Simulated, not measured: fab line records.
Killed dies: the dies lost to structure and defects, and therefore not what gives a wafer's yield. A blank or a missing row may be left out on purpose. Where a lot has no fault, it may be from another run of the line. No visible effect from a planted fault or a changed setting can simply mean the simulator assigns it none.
A lot that was struck, set against a sound lot || flow sfq_line || 21 steps out of a route of 325
Sound: the wafers L240.2, L240.3, L240.5. Wafers struck: L244.2, L244.4, L244.5. Last of all comes the cause.
Per side, at each step with rows, come the tool, then ch with its chambers, and then its first start. Under that, the readings that differ: sound wafers || struck wafers || difference of the means || sigmas: that difference in standard deviations of wafers without a fault.
alike: readings with means less than 2 such deviations apart, plus words and numbers identical on both sides. not compared: withheld readings, readings lacking a value on some wafer, bounds such as >300 that could conceal the same value, and numbers that have no deviation in the record and whose values overlap.
A row with sigmas, a row that says differs or no value, or rows on one side alone: a step with any of these is where the two part. Numbers that don't overlap but have no deviation are shown without sigmas and don't part them. A reading missing from all wafers of one side parts the sides only when that side holds two or more wafers.

SFQ_TRILAYER_I4_VIA_BARC_OPEN_VIA_ETCH_146: etches BARC in O2, target depth 125 nm, time 41.7 s.
  sound on rie_diel-03 ch 1,2, day 50 08:08; struck on rie_diel-04 ch 0,2,3, day 53 14:44
  alike: drypump_motor_current_A, oes_product_au
  not compared: rf_hours_counter_h
SFQ_TRILAYER_I4_VIA_ETCH_VIA_ETCH_106: etches SiO2 in CHF3, stops on Nb, target depth 260 nm.
  sound on rie_diel-03 ch 1,2, day 50 08:10; struck on rie_diel-04 ch 0,2,3, day 53 14:46
  alike: drypump_motor_current_A, oes_product_au
SFQ_TRILAYER_I4_VIA_STRIP_STRIP_107: strips in O2.
  sound on rie_metal-04 ch 0,1, day 50 08:17; struck on rie_metal-03 ch 0,1, day 53 14:53
  alike: drypump_motor_current_A, oes_product_au, platen_temp_c
  not compared: rf_hours_counter_h
then, 3 steps without rows for these wafers: SFQ_TRILAYER_I4_VIA_STRIP_SOLV_CLEAN_108 (cleans in NMP, time 600 s); SFQ_TRILAYER_JJ_TRILAYER_DEP_PRE_CLEAN_113 (time 22.5 s); SFQ_TRILAYER_JJ_TRILAYER_DEP_SPUTTER_109 (material Nb, target thk 150 nm, time 100 s).
SFQ_TRILAYER_JJ_TRILAYER_DEP_SPUTTER_110: material Al, target thk 8 nm, time 10.16 s.
  sound on pvd_sputter-04 at day 50 09:09; struck on pvd_sputter-03 at day 53 15:46
  alike: base_pressure_pa, chamber_pressure_pa, throttle_valve_pct
then, 1 step without rows for these wafers: SFQ_TRILAYER_JJ_TRILAYER_DEP_AL_OXIDATION_111 (oxidation time 600 s).
SFQ_TRILAYER_JJ_TRILAYER_DEP_SPUTTER_112: material Nb, target thk 170 nm, time 113.3 s.
  sound on pvd_sputter-04 at day 50 10:11; struck on pvd_sputter-03 at day 53 16:47
  alike: base_pressure_pa, chamber_pressure_pa, throttle_valve_pct
SFQ_JJ_RS_MEAS_929: the measuring method here is four-point-probe.
  sound on film_metro-03 at day 50 10:17; struck on film_metro-02 at day 53 16:53
  alike: JJ_NB_RS
then, 1 step without rows for these wafers: SFQ_TRILAYER_JJ_CE_LITHO_COAT_119 (resist thk 62 nm).
SFQ_TRILAYER_JJ_CE_LITHO_COAT_114: resist thk 600 nm.
  sound on litho_track-02 ch 0, day 50 10:47; struck on litho_track-02 ch 0, day 53 17:23
{"reading": "model.KrF_of_TRILAYER_JJ_CE_LITHO_COAT_114.thk_nm (nm)", "sound": "599 599.1 600.9", "struck": "615.8 616.9 614.9", "difference": "+16.2", "sigmas": ""}
then, 4 steps without rows for these wafers: SFQ_TRILAYER_JJ_CE_LITHO_SOFTBAKE_118; SFQ_TRILAYER_JJ_CE_LITHO_EXPOSE_115 (exposes mask J5, target cd 700 nm); SFQ_TRILAYER_JJ_CE_LITHO_PEB_117 (peb time 60 s); SFQ_TRILAYER_JJ_CE_LITHO_DEVELOP_116 (time 60 s).
-- the record jumps here: 5 days lie between the struck wafers' starts before and after --
SFQ_JJ_OVL_MEAS_931:
  sound on overlay-01 at day 55 16:26; struck on overlay-02 at day 58 06:21
  alike: J5_OVL
then, 2 steps without rows for these wafers: SFQ_TRILAYER_JJ_CE_METRO_MEASURE_117; SFQ_TRILAYER_JJ_CE_BARC_OPEN_RIE_150 (chemistry O2, target BARC, target depth 240 nm, time 80 s).
SFQ_TRILAYER_JJ_CE_ETCH_RIE_118: chemistry SF6, target Nb, stops on Al2O3, time 97.7 s, target depth 170 nm.
  sound on rie_metal-02 ch 0,1, day 55 17:46; struck on rie_metal-02 ch 0,1, day 58 07:40
{"reading": "model.KrF_of_TRILAYER_JJ_CE_LITHO_COAT_114.thk_nm (nm)", "sound": "477 477.1 479.1", "struck": "494.2 494.5 494.2", "difference": "+16.6", "sigmas": ""}
  alike: drypump_motor_current_A, oes_product_au
  not compared: rf_hours_counter_h
following that, these wafers have no rows for 1 step: SFQ_TRILAYER_JJ_ANODIZE_ANODIZE_119.

## WHERE THEY PART
Nowhere in this record.

WHY: whatever the simulator had introduced
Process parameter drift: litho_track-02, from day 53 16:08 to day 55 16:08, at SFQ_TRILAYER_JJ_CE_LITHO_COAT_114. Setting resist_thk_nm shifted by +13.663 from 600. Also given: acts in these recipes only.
